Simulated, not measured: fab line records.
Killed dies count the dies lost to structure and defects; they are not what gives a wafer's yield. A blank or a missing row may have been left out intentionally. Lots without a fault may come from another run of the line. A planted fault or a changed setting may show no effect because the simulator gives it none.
Which tool was responsible? -- flow gf180mcu -- Sampling: 11 lots, 33 wafers, 3 of 602 route steps

== WHAT THE GAUGES SHOWED, per wafer ==
GF_MVSD_TW_MEAS_11.
lot,measured,on,MVSD_TW
L964,day 4 09:59,film-metro-01,1567 1576 1565
L965,day 4 14:52,film-metro-03,1567 1572 1580
L970,day 5 20:14,film-metro-03,1561 1565 1562
L973,day 6 14:35,film-metro-04,30 30 30 30 30 30
L974,day 7 00:20,film-metro-03,30 30 30 30 30 30
L975,day 7 04:50,film-metro-01,30 30 30 29 30 30
L977,day 7 19:23,film-metro-03,1571 1567 1564
L980,day 8 08:46,film-metro-03,1572 1575 1576
L982,day 8 19:07,film-metro-04,1581 1573 1576
L983,day 9 01:02,film-metro-04,1585 1580 1574
L986,day 9 17:16,film-metro-03,1561 1556 1552

== WHICH TOOL RAN EACH LOT (tool, then ch and the chambers of the sampled wafers, then the start) ==
lot,GF_LVPWELL_STRIP_10,GF_MVSD_STRIP_10
L964,"plasma-asher-02 ch 0,1, day 3 20:17","plasma-asher-01 ch 0,1, day 4 09:53"
L965,"plasma-asher-04 ch 0,1, day 4 01:04","plasma-asher-02 ch 0,1, day 4 14:46"
L970,"plasma-asher-02 ch 0,1, day 5 06:20","plasma-asher-01 ch 0,1, day 5 20:08"
L973,"plasma-asher-02 ch 0,1, day 5 23:23","plasma-asher-02 ch 0,1, day 6 14:29"
L974,"plasma-asher-04 ch 0,1, day 6 08:35","plasma-asher-01 ch 0,1, day 7 00:14"
L975,"plasma-asher-04 ch 0,1, day 6 12:32","plasma-asher-03 ch 0,1, day 7 04:44"
L977,"plasma-asher-02 ch 1, day 7 02:19","plasma-asher-01 ch 0,1, day 7 19:17"
L980,"plasma-asher-02 ch 0,1, day 7 16:02","plasma-asher-01 ch 0,1, day 8 08:40"
L982,"plasma-asher-04 ch 0,1, day 8 02:41","plasma-asher-01 ch 0, day 8 19:00"
L983,"plasma-asher-04 ch 0, day 8 08:44","plasma-asher-02 ch 0,1, day 9 00:56"
L986,"plasma-asher-02 ch 0,1, day 8 23:43","plasma-asher-01 ch 0,1, day 9 17:10"
- GF_LVPWELL_STRIP_10: strips in O2/N2.
- GF_MVSD_STRIP_10: strips in O2/N2.

== THE ANSWER, worked out from the rows above alone ==
Rule: the usual values come from the lots themselves. Put in order of their means at a reading, lots are off if they are a third of the lots or fewer, leave a main group of 4 or more, and stand apart from it by a gap of 3 or more times the standard deviation of the main group's means; of several such gaps the widest counts. A main group is skipped when, at the precision printed for the reading in the tables above, its means are all equal. Also off: a lot with no number at a reading for which 4 or more lots have one. Where the step has rows for the other lots, those lots are counted as sound.
Off: L973, L974, L975, at GF_MVSD_TW_MEAS_11 (MVSD_TW). The main group has a mean of 1570 with a standard deviation of 7.2.
If a tool, at a process step before that reading, ran all the lots that are off and no sound lot after the first of them, it fits. Those tools and the gauges at GF_MVSD_TW_MEAS_11 are tried in the same way. None of those tried fits.

== WHAT HAD BEEN PUT IN BY THE SIMULATOR ==
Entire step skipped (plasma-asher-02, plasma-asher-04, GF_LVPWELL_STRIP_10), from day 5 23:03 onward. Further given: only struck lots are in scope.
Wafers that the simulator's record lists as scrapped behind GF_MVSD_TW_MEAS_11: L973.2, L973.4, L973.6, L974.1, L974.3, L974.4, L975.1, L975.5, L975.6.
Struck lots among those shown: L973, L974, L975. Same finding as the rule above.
